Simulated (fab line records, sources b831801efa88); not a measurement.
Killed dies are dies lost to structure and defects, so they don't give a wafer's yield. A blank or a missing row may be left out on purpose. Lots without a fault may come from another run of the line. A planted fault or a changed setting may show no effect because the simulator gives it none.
fab line records | flow gf180mcu
record lots=15 wafers=45 last_day=34
route steps=602 shown DUAL_GATE@152 POLY_GATE@168 HV_LDD@228
lots that met no fault: from a run of the same line without faults
start_h: hours from the record's first day to the start of the lot's first wafer shown | wait_h: hours since the lot's step before | " the same as in the row above | L1.1+2: a row that stands for several wafers | - no value, or no start given | * or withheld: withheld | < > ~ a bound
route shown NAME@n: a module of which the file shows steps, and the number in the route of the first | usual: mean/standard deviation of fault-free wafers | same: alike in all rows | chamber/n: place in a boat | sites: the reading at each site | _std_site: their standard deviation | _edge_site: outer sites' mean less inner sites' | radius_mm: how far each site lies from the wafer's centre | mask NAME#n: copy n | behind: the tool/chamber that last shaped the wafer | hold: why the lot was held/for how many hours/how that ended | device: the transistor (n, p or np) that didn't switch | end of line: the same wafers' tests at the end of the route | a step without rows: its recipe alone | killed: dies lost to structure and defects at the first sort, not the wafer's yield | map: a wafer's dies, x killed, . not, _ none there
set.NAME: the setting as run; set.NAME@STEP: as run at that earlier step | model.NAME: the simulator's own value behind a step, which no gauge read
steps of the route over a sample of lots; a table a step, a row a wafer
services: from which hour (start_h, from the record's first day; less than 0 if before it) a tool's chamber was out of use, for how many hours, and why
## steps
# step GF_DUAL_GATE_OVL_MEAS_11
# usual DUAL_GATE_OVL=-1.2/1.8
# columns lot.wafer tool chamber start_h wait_h DUAL_GATE_OVL[nm]
L162.1 overlay-01 - 172.32 0.1 -2.6
L162.2 " - " " -3.0
L162.6 " - " " -2.2
L163.3 overlay-01 - 180.75 0.1 -2.5
L163.5 " - " " -1.0
L163.6 " - " " -2.6
L164.2 overlay-01 - 187.39 0.1 -4.3
L164.3 " - " " -4.4
L164.5 " - " " -3.7
L165.3 overlay-02 - 196.95 0.1 0.1
L165.4 " - " " 1.1
L165.5 " - " " -0.1
L167.1 overlay-02 - 211.14 0.1 -0.1
L167.3 " - " " 0.6
L167.4 " - " " 0.1
L168.1 overlay-02 - 217.64 0.1 1.0
L168.2 " - " " 0.6
L168.3 " - " " -0.1
L171.1 overlay-01 - 237.19 0.1 -0.8
L171.5 " - " " -1.5
L171.6 " - " " -1.3
L172.1 overlay-02 - 253.88 0.1 0.6
L172.5 " - " " -2.4
L172.6 " - " " -2.3
L174.3 overlay-02 - 264.45 0.1 0.7
L174.5 " - " " -1.3
L174.6 " - " " -0.3
L175.1 overlay-02 - 270.88 0.1 0.4
L175.3 " - " " 0.7
L175.4 " - " " -0.4
L176.1 overlay-02 - 277.58 0.1 -0.2
L176.2 " - " " -0.2
L176.3 " - " " -0.2
L177.2 overlay-01 - 287.09 0.1 -3.8
L177.3 " - " " -3.1
L177.5 " - " " -1.7
L178.2 overlay-02 - 290.19 0.1 2.4
L178.3 " - " " 0.3
L178.5 " - " " 3.1
L182.1 overlay-02 - 320.73 0.1 -2.9
L182.4 " - " " -1.0
L182.5 " - " " -4.3
L185.2 overlay-02 - 337.37 0.1 -3.1
L185.4 " - " " -2.2
L185.5 " - " " -1.9
# step GF_POLY_GATE_OVL_MEAS_11
# usual POLY_GATE_OVL=4/4.8
# columns lot.wafer tool chamber start_h wait_h POLY_GATE_OVL[nm]
L162.1 overlay-02 - 192.41 0.1 6
L162.2 " - " " 7
L162.6 " - " " 9
L163.3 overlay-01 - 201.42 0.1 1
L163.5 " - " " 0
L163.6 " - " " -2
L164.2 overlay-01 - 209.66 0.1 13
L164.3 " - " " 10
L164.5 " - " " 7
L165.3 overlay-02 - 217.50 0.1 4
L165.4 " - " " 7
L165.5 " - " " 3
L167.1 overlay-02 - 233.21 0.1 12
L167.3 " - " " 8
L167.4 " - " " 11
L168.1 overlay-02 - 240.54 0.1 10
L168.2 " - " " 10
L168.3 " - " " 3
L171.1 overlay-01 - 258.46 0.1 0
L171.5 " - " " -3
L171.6 " - " " -3
L172.1 overlay-02 - 276.11 0.1 8
L172.5 " - " " 6
L172.6 " - " " 11
L174.3 overlay-02 - 287.62 0.1 -2
L174.5 " - " " 0
L174.6 " - " " 4
L175.1 overlay-01 - 295.61 0.1 2
L175.3 " - " " -3
L175.4 " - " " -5
L176.1 overlay-02 - 302.39 0.1 2
L176.2 " - " " 1
L176.3 " - " " 0
L177.2 overlay-02 - 313.14 0.1 7
L177.3 " - " " 10
L177.5 " - " " 13
L178.2 overlay-01 - 314.44 0.1 5
L178.3 " - " " 5
L178.5 " - " " 3
L182.1 overlay-02 - 347.13 0.1 7
L182.4 " - " " 6
L182.5 " - " " 15
L185.2 overlay-01 - 362.49 0.1 7
L185.4 " - " " 3
L185.5 " - " " 7
# step GF_HV_LDD_RTA_52
# recipe temp_c=1000 time_s=10 ambient=N2
# usual anneal_temp_c_max=1003.8/0.65 chamber_o2_ppm=1.999/0.023 lamp_power_pct=31.7/1.7 wafer_temp_C_max=1004.9/1.9
# columns lot.wafer tool chamber start_h wait_h anneal_temp_c_max chamber_o2_ppm lamp_power_pct wafer_temp_C_max
L162.1 rtp_anneal-02 0 267.89 0.0 1004.0 1.995 29.5 1002.7
L162.2 " 0 " " 1003.7 1.999 29.5 1003.2
L162.6 " 0 " " 1003.2 1.993 29.5 1003.5
L163.3 rtp_anneal-01 0 277.82 0.0 1003.5 1.988 33.0 1005.2
L163.5 " 0 " " 1003.7 2.016 33.0 1007.4
L163.6 " 0 " " 1004.1 2.000 33.0 1005.5
L164.2 rtp_anneal-02 0 286.04 0.0 1003.1 1.944 29.5 1003.7
L164.3 " 0 " " 1004.0 1.977 29.5 1002.7
L164.5 " 0 " " 1003.4 1.994 29.5 1002.9
L165.3 rtp_anneal-01 0 295.29 0.0 1003.5 2.009 33.1 1007.1
L165.4 " 0 " " 1003.7 2.009 33.1 1006.2
L165.5 " 0 " " 1004.5 2.009 33.0 1006.5
L167.1 rtp_anneal-01 0 313.22 0.0 1002.5 2.022 33.0 1004.5
L167.3 " 0 " " 1003.9 2.003 33.1 1006.7
L167.4 " 0 " " 1003.6 2.005 33.0 1009.4
L168.1 rtp_anneal-01 0 321.55 0.0 1003.8 1.980 33.0 1007.1
L168.2 " 0 " " 1003.8 1.984 33.0 1006.8
L168.3 " 0 " " 1004.2 2.033 33.0 1007.4
L171.1 rtp_anneal-01 0 341.35 0.0 1004.7 1.997 33.0 1004.9
L171.5 " 0 " " 1003.7 2.009 33.0 1004.9
L171.6 " 0 " " 1002.8 2.009 33.0 1005.0
L172.1 rtp_anneal-02 0 361.89 0.0 1003.1 2.000 29.5 1002.8
L172.5 " 0 " " 1004.0 1.993 29.5 1002.7
L172.6 " 0 " " 1004.1 2.030 29.5 1002.3
L174.3 rtp_anneal-01 0 376.52 0.0 1003.4 1.972 33.0 1007.1
L174.5 " 0 " " 1003.4 1.976 33.0 1005.5
L174.6 " 0 " " 1003.6 1.923 33.0 1008.3
L175.1 rtp_anneal-02 - 384.39 0.0 - - - -
L175.3 " - " " - - - -
L175.4 " - " " - - - -
L176.1 rtp_anneal-02 - 391.55 0.0 - - - -
L176.2 " - " " - - - -
L176.3 " - " " - - - -
L177.2 rtp_anneal-02 - 404.95 0.0 - - - -
L177.3 " - " " - - - -
L177.5 " - " " - - - -
L178.2 rtp_anneal-02 0 407.70 0.0 1002.9 2.018 29.5 1003.7
L178.3 " 0 " " 1003.5 2.022 29.5 1002.5
L178.5 " 0 " " 1004.8 2.003 29.5 1002.6
L182.1 rtp_anneal-01 0 441.58 0.0 1003.6 2.031 33.0 1006.9
L182.4 " 0 " " 1003.5 2.032 33.0 1006.5
L182.5 " 0 " " 1004.3 2.045 33.0 1006.4
L185.2 rtp_anneal-01 0 459.51 0.0 1004.3 1.961 33.1 1006.2
L185.4 " 0 " " 1004.7 2.003 33.1 1007.8
L185.5 " 0 " " 1004.2 1.989 33.1 1008.1
# step GF_HV_LDD_RS_MEAS_53
# recipe thk_meas_gauge=four-point-probe
# usual HV_LDD_RS=418.7/0.93
# columns lot.wafer tool chamber start_h wait_h HV_LDD_RS[ohm/sq]
L162.1 film_metro-04 - 267.95 0.1 418.5
L162.2 " - " " 419.4
L162.6 " - " " 420.4
L163.3 film_metro-04 - 277.91 0.1 419.9
L163.5 " - " " 421.3
L163.6 " - " " 419.0
L164.2 film_metro-03 - 286.12 0.1 420.2
L164.3 " - " " 418.7
L164.5 " - " " 419.1
L165.3 film_metro-01 - 295.38 0.1 418.2
L165.4 " - " " 417.6
L165.5 " - " " 418.7
L167.1 film_metro-04 - 313.28 0.1 419.4
L167.3 " - " " 418.0
L167.4 " - " " 417.2
L168.1 film_metro-04 - 321.62 0.1 419.2
L168.2 " - " " 418.6
L168.3 " - " " 417.7
L171.1 film_metro-04 - 341.42 0.1 418.4
L171.5 " - " " 418.6
L171.6 " - " " 418.7
L172.1 film_metro-01 - 361.95 0.1 417.9
L172.5 " - " " 418.1
L172.6 " - " " 417.4
L174.3 film_metro-03 - 376.61 0.1 418.7
L174.5 " - " " 418.3
L174.6 " - " " 418.5
L175.1 film_metro-03 - 384.46 0.1 -
L175.3 " - " " -
L175.4 " - " " -
L176.1 film_metro-04 - 391.62 0.1 -
L176.2 " - " " -
L176.3 " - " " -
L177.2 film_metro-03 - 405.02 0.1 -
L177.3 " - " " -
L177.5 " - " " -
L178.2 film_metro-04 - 407.77 0.1 419.4
L178.3 " - " " 419.2
L178.5 " - " " 419.0
L182.1 film_metro-01 - 441.65 0.1 418.6
L182.4 " - " " 418.1
L182.5 " - " " 418.1
L185.2 film_metro-01 - 459.59 0.1 417.8
L185.4 " - " " 417.9
L185.5 " - " " 419.2
# step GF_HV_LDD_ETCHBACK_58
# recipe chemistry=CH3F/O2 target=Si3N4 stop_on=SiO2 source_w=400 bias_w=80 pressure_mtorr=25 ch3f_flow_sccm=40 O2_flow_sccm=30 time_s=100 target_depth_a=900
# usual chamber_pressure_mTorr=25.001/0.022 drypump_motor_current_A=5.7/0.45 oes_product_au=0.843/0.0065 throttle_valve_pct=10.561/0.0088
# columns lot.wafer tool chamber start_h wait_h chamber_pressure_mTorr drypump_motor_current_A oes_product_au rf_hours_counter_h throttle_valve_pct
L162.1 rie_diel-02 3 275.12 0.1 25.017 5.1 0.839 113 10.561
L162.2 " 1 " " 24.984 5.4 0.830 4 10.541
L162.6 " 3 " " 24.972 5.0 0.837 - 10.569
L163.3 rie_diel-01 1 281.63 0.0 25.017 5.9 0.838 24 10.563
L163.5 " 2 " " 25.022 6.5 0.845 - 10.563
L163.6 " 3 " " 25.011 5.6 0.849 - 10.567
L164.2 rie_diel-03 2 288.79 0.0 24.989 5.9 0.843 26 10.555
L164.3 " 1 " " 24.995 5.9 0.846 114 10.562
L164.5 " 3 " " 24.977 5.4 0.844 - 10.564
L165.3 rie_diel-03 1 298.03 0.0 25.037 5.9 0.842 114 10.562
L165.4 " 0 " " 24.991 6.0 0.849 60 10.549
L165.5 " 1 " " 25.002 5.9 0.849 - 10.566
L167.1 rie_diel-02 2 315.97 0.1 24.947 6.3 0.835 75 10.564
L167.3 " 3 " " 25.009 5.0 0.840 115 10.553
L167.4 " 0 " " 24.992 5.3 0.841 0 10.561
L168.1 rie_diel-02 2 324.31 0.1 25.005 6.3 0.833 76 10.573
L168.2 " 3 " " 25.018 5.0 0.845 115 10.572
L168.3 " 0 " " 24.989 5.3 0.843 1 10.561
L171.1 rie_diel-03 1 344.11 0.1 24.983 5.9 0.840 115 10.561
L171.5 " 3 " " 25.019 5.4 0.849 - 10.577
L171.6 " 2 " " 25.002 5.9 0.843 - 10.556
L172.1 rie_diel-01 3 365.90 0.1 24.976 5.6 0.833 14 10.564
L172.5 " 1 " " 25.001 5.9 0.837 - 10.556
L172.6 " 2 " " 24.973 6.4 0.841 - 10.555
L174.3 rie_diel-03 0 380.05 0.0 24.982 6.1 0.832 62 10.568
L174.5 " 2 " " 25.015 5.9 0.848 - 10.553
L174.6 " 3 " " 24.973 5.4 0.837 - 10.562
L175.1 rie_diel-02 1 387.15 0.1 24.969 5.4 0.831 7 10.560
L175.3 " 2 " " 25.000 6.3 0.843 77 10.556
L175.4 " 0 " " 24.993 5.3 0.826 2 10.559
L176.1 rie_diel-01 3 394.82 0.1 24.998 5.6 0.848 15 10.575
L176.2 " 1 " " 25.030 5.9 0.853 27 10.557
L176.3 " 2 " " 24.990 6.4 0.854 88 10.565
L177.2 rie_diel-02 0 407.69 0.0 25.003 5.2 0.841 3 10.539
L177.3 " 1 " " 25.016 5.4 0.844 8 10.567
L177.5 " 1 " " 24.983 5.4 0.847 - 10.566
L178.2 rie_diel-02 0 411.50 0.0 25.020 5.3 0.848 3 10.546
L178.3 " 1 " " 25.026 5.4 0.836 8 10.569
L178.5 " 2 " " 25.009 6.3 0.846 - 10.562
L182.1 rie_diel-02 3 444.34 0.1 25.024 5.1 0.838 1 10.571
L182.4 " 2 " " 24.998 6.3 0.840 79 10.568
L182.5 " 1 " " 24.996 5.4 0.839 - 10.552
L185.2 rie_diel-01 2 462.26 0.0 25.047 6.4 0.850 89 10.551
L185.4 " 2 " " 25.016 6.4 0.842 - 10.559
L185.5 " 0 " " 24.979 5.1 0.853 - 10.554
## services
# columns tool chamber start_h hours kind
rie_diel-02 0 280.70 - clean
rie_diel-02 0 280.70 24.8 scheduled_down
rie_diel-02 0 280.70 24.8 vent_cycle
rie_diel-02 2 284.27 15.2 repair
rie_diel-01 3 316.63 5.2 repair
rie_diel-01 - 325.44 2.8 pm
rie_diel-01 0 338.74 5.2 repair
rie_diel-03 1 372.66 - clean
rie_diel-03 1 372.66 14.6 scheduled_down
rie_diel-03 1 372.66 14.6 vent_cycle
rie_diel-03 - 386.72 5.6 repair
rie_diel-03 0 387.51 6.6 repair
rie_diel-02 3 391.39 - clean
rie_diel-02 3 391.39 20.4 scheduled_down
rie_diel-02 3 391.39 20.4 vent_cycle
rie_diel-02 1 395.65 3.5 repair
rie_diel-03 1 406.05 5.9 repair
rie_diel-02 - 432.50 2.8 pm
rie_diel-02 - 450.96 15.6 pm
rie_diel-01 3 460.03 15.6 repair
## key
first_sign step=GF_HV_LDD_RTA_52 reading=tool_record direction=missing
effect step=GF_HV_LDD_RS_MEAS_53 reading=HV_LDD_RS direction=missing
met_at GF_HV_LDD_RTA_52
struck_lots L175,L176,L177
later_rows_left_out L175.1,L175.3,L175.4,L176.1,L176.2,L176.3,L177.2,L177.3,L177.5
sort_left_out L175.1,L175.3,L175.4,L176.1,L176.2,L176.3,L177.2,L177.3,L177.5
tester_left_out L175,L176,L177
not_acting_at GF_DUAL_GATE_OVL_MEAS_11,GF_POLY_GATE_OVL_MEAS_11,GF_HV_LDD_ETCHBACK_58
onset_between 361.89 384.39
fault kind=skipped_step_whole tool=rtp_anneal-02 chamber=- onset_h=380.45 steps=GF_HV_LDD_RTA_52 scope=struck_lots_only
# tester_left_out: of these lots the tester's yield and bins aren't shown, on N5 and GAA mostly nor the transistor test; their killed dies are dies lost to structure and defects alone, not to doping, threshold or leakage, so they don't give the yield
# sort_left_out: the simulated sort isn't trusted on such a fault, so these wafers' sort isn't shown, and their yield isn't known
# later_rows_left_out: the simulator's readings of these wafers behind a module that went badly wrong aren't trusted and aren't shown, but for the sort
